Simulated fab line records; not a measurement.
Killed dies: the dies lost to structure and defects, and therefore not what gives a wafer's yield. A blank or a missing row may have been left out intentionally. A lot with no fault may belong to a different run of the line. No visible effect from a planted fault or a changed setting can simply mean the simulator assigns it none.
Comparing a struck lot with a sound one | flow sky130 | 32 steps out of a route of 708
Sound: these wafers, L771.4, L771.5, L771.6. Wafers struck: L768.2, L768.3, L768.4. At the end, the cause is stated.
Per side, at each step with rows, come the tool, then ch with its chambers, and then its first start. Under that, the readings that differ: sound wafers | struck wafers | difference of the means | sigmas: that difference in standard deviations of wafers without a fault.
alike: readings with means less than 2 such deviations apart, plus words and numbers identical on both sides. not compared: withheld readings, readings lacking a value on some wafer, bounds such as >300 that could conceal the same value, and numbers that have no deviation in the record and whose values overlap.
A row with sigmas, a row that says differs or no value, or rows on one side alone: a step with any of these is where the two part. Non-overlapping numbers with no deviation appear without sigmas and do not part them. A reading that every wafer of one side lacks parts them only if that side has two wafers or more.

first, 4 steps without rows for these wafers: SKY_METAL5_SOFTBAKE_10 (time 60 s); SKY_METAL5_EXPOSE_11 (exposes mask MM5, target cd 1600 nm); SKY_METAL5_PEB_12; SKY_METAL5_DEVELOP_13 (develop time 60 s).
SKY_METAL5_DESCUM_14: chemistry O2, time 11 s.
  sound on rieMetal-03 ch 0,1, day 46 03:52; struck on rieMetal-03 ch 0,1, day 45 12:31
  alike: drypumpMotorCurrentA, oesProductAu
  not compared: rfHoursCounterH
SKY_METAL5_METAL_ETCH_15: etches the open film in Cl2/BCl3, stops on SiO2, target depth 1260 nm, time 252 s.
  sound on rieMetal-03 ch 0,1, day 46 03:58; struck on rieMetal-03 ch 0,1, day 45 12:32
  alike: bcl3FlowSccm, drypumpMotorCurrentA, oesProductAu, throttleValvePct
  not compared: rfHoursCounterH
then, 4 steps without rows for these wafers: SKY_METAL5_STRIP_16 (strips in O2/N2); SKY_METAL5_STRIP_17 (strips in post etch residue remover, time 1200 s); SKY_METAL5_CLEAN_18 (cleans in IPA, time 180 s); SKY_METAL5_CLEAN_19 (cleans in O3/DIW).
SKY_PASSIVATION_CVD_00: deposits SiO2, target thk 90 nm.
  sound on pecvd-02 ch 0,1,2, day 46 05:08; struck on pecvd-03 ch 0,1,2, day 45 13:23
  alike: heaterPowerOuterW, heaterPowerW
SKY_PASSIVATION_THK_MEAS_01:
  sound on filmMetro-02, day 46 05:11; struck on filmMetro-03, day 45 13:25
  alike: PASSIVATION_CVD_00_THK
SKY_PASSIVATION_CVD_02: deposits Si3N4, target thk 540 nm.
  sound on pecvd-03 ch 1,2, day 46 05:19; struck on pecvd-04 ch 0,1,2, day 45 13:28
  no value came back on the struck wafers for heaterPowerOuterW (W), heaterPowerW (W); on the sound wafers heaterPowerOuterW (W) reads 234 462 267
then, 7 steps without rows for these wafers: SKY_PASSIVATION_DEHYDRATE_04 (time 60 s); SKY_PASSIVATION_HMDS_05 (prime time 60 s); SKY_PASSIVATION_COAT_06 (resist thk 3000 nm); SKY_PASSIVATION_SOFTBAKE_07; SKY_PASSIVATION_EXPOSE_08 (exposes mask NSM, target cd 3000 nm); SKY_PASSIVATION_PEB_09; SKY_PASSIVATION_DEVELOP_10 (develop time 60 s).
SKY_PASSIVATION_ETCH_11: etches the open film in CF4/O2, stops on AlCu, target depth 725 nm, time 161.1 s.
  sound on rieDiel-04 ch 1,2,3, day 47 02:12; struck on rieDiel-01 ch 1,2,3, day 46 11:37
reading                               | sound             | struck      | difference                   | sigmas
rfHoursCounterH (h)                   | - - -             | 9 1 18      | no value on the sound wafers | 
model.PASSIVATION.featureDepthNm (nm) | 710.2 712.4 702.4 | 725 725 725 | +17                          | 
model.etch.depthNm (nm)               | 710.2 712.4 702.4 | 725 725 725 | +17                          | 
  alike: drypumpMotorCurrentA, oesProductAu, throttleValvePct
SKY_PASSIVATION_STRIP_12: strips in O2/N2.
  sound on plasmaAsher-04 ch 0,1, day 47 02:17; struck on plasmaAsher-03 ch 0,1, day 46 11:44
  alike: drypumpMotorCurrentA, oesProductAu, stripTimeToEndpointS
  not compared: rfHoursCounterH
then, 7 steps without rows for these wafers: SKY_PAD_OPEN_DEHYDRATE_00 (time 60 s); SKY_PAD_OPEN_HMDS_01 (prime time 60 s); SKY_PAD_OPEN_COAT_02 (resist thk 3000 nm); SKY_PAD_OPEN_SOFTBAKE_03; SKY_PAD_OPEN_EXPOSE_04 (exposes mask PDM, target cd 60000 nm); SKY_PAD_OPEN_PEB_05; SKY_PAD_OPEN_DEVELOP_06 (develop time 60 s).
SKY_PAD_OPEN_ETCH_07: etches the open film in CF4/O2, stops on AlCu, target depth 725 nm, time 161.1 s.
  sound on rieDiel-03 ch 1,2, day 47 22:34; struck on rieDiel-04 ch 0,1,3, day 47 08:25
reading                            | sound             | struck          | difference | sigmas
model.PAD_OPEN.featureDepthNm (nm) | 710.2 712.4 702.4 | 716.7 725 720.2 | +12.3      | 
model.etch.depthNm (nm)            | 710.2 712.4 702.4 | 716.7 725 720.2 | +12.3      | 
  alike: drypumpMotorCurrentA, oesProductAu, throttleValvePct
  not compared: rfHoursCounterH
SKY_PAD_OPEN_STRIP_08: strips in O2/N2.
  sound on plasmaAsher-03 ch 0,1, day 47 22:42; struck on plasmaAsher-03 ch 0,1, day 47 08:31
  alike: drypumpMotorCurrentA, oesProductAu
  not compared: rfHoursCounterH
SKY_PAD_OPEN_PROBE_99:
  sound on prober-01, day 48 01:02; struck on prober-01, day 47 10:48
  alike: defectLimitedYield, killed_at_M0_to_M3, killed_at_M4_up, killedAtContacts, killedAtFrontEnd, killedDies, killedOpen, killedShort, sort_bin_3_pad_short, sort_bin_5_function, sort_bin_6_memory, sortNPass, sortYieldPct

## WHERE THEY PART
Earliest at SKY_PASSIVATION_CVD_02; latest, in this record, at SKY_PASSIVATION_ETCH_11. Later steps at which nothing parts them and some readings are alike: SKY_PASSIVATION_STRIP_12, SKY_PAD_OPEN_ETCH_07, SKY_PAD_OPEN_STRIP_08, SKY_PAD_OPEN_PROBE_99.

WHY: what the simulator had put in
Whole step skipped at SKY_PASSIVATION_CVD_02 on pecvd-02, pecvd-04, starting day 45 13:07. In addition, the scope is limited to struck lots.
